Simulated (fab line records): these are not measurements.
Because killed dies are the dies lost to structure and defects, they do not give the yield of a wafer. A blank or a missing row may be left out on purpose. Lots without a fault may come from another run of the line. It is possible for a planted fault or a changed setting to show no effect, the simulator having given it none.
Matching of chambers || flow sky130 || SKY_CONTACT_CVD_00 on pecvd-02 has 3 sister chambers
The step deposits Si3N4, target thk 75 nm. 6 wafers are shown with their chamber, then 7 later ones without.

WAFERS WITH THEIR CHAMBER
{"wafer": "L084.6", "chamber": 1, "heater_power_w (W)": 853}
{"wafer": "L087.1", "chamber": 1, "heater_power_w (W)": 764}
{"wafer": "L087.2", "chamber": 0, "heater_power_w (W)": 808}
{"wafer": "L087.5", "chamber": 2, "heater_power_w (W)": 670}
{"wafer": "L090.1", "chamber": 0, "heater_power_w (W)": 759}
{"wafer": "L090.3", "chamber": 2, "heater_power_w (W)": 715}

WAFERS MISSING THEIR CHAMBER
{"wafer": "L090.4", "heater_power_w (W)": 865}
{"wafer": "L093.2", "heater_power_w (W)": 847}
{"wafer": "L093.5", "heater_power_w (W)": 686}
{"wafer": "L093.6", "heater_power_w (W)": 856}
{"wafer": "L096.1", "heater_power_w (W)": 771}
{"wafer": "L096.3", "heater_power_w (W)": 668}
{"wafer": "L096.4", "heater_power_w (W)": 802}

WHICH CHAMBER EACH WENT THROUGH
{"wafer": "L090.4", "from the rows above": "can't be placed: 1 or 0", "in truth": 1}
{"wafer": "L093.2", "from the rows above": "can't be placed: 1 or 0", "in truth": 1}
{"wafer": "L093.5", "from the rows above": 2, "in truth": 2}
{"wafer": "L093.6", "from the rows above": "can't be placed: 1 or 0", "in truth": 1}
{"wafer": "L096.1", "from the rows above": "can't be placed: 0 or 1 or 2", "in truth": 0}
{"wafer": "L096.3", "from the rows above": 2, "in truth": 2}
{"wafer": "L096.4", "from the rows above": "can't be placed: 1 or 0", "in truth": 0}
Placed correctly: 2 of 7. These rows do not allow placing 5 (true chamber among the candidates in 5). 0 placed wrongly.
How it was worked out, from the rows above alone: a wafer's distance from a chamber is the root of the sum, over the readings, of the square of ((its reading less the chamber's mean) divided by the reading's scatter). If the next closest chamber is less than 2 further off than the closest, the wafer can't be placed; otherwise it belongs to the closest. For every chamber, the mean is computed from those of its wafers that are shown. The scatter: the root of (the sum of the squares of (reading less its chamber's mean) over the shown wafers, divided by (wafers less chambers)).
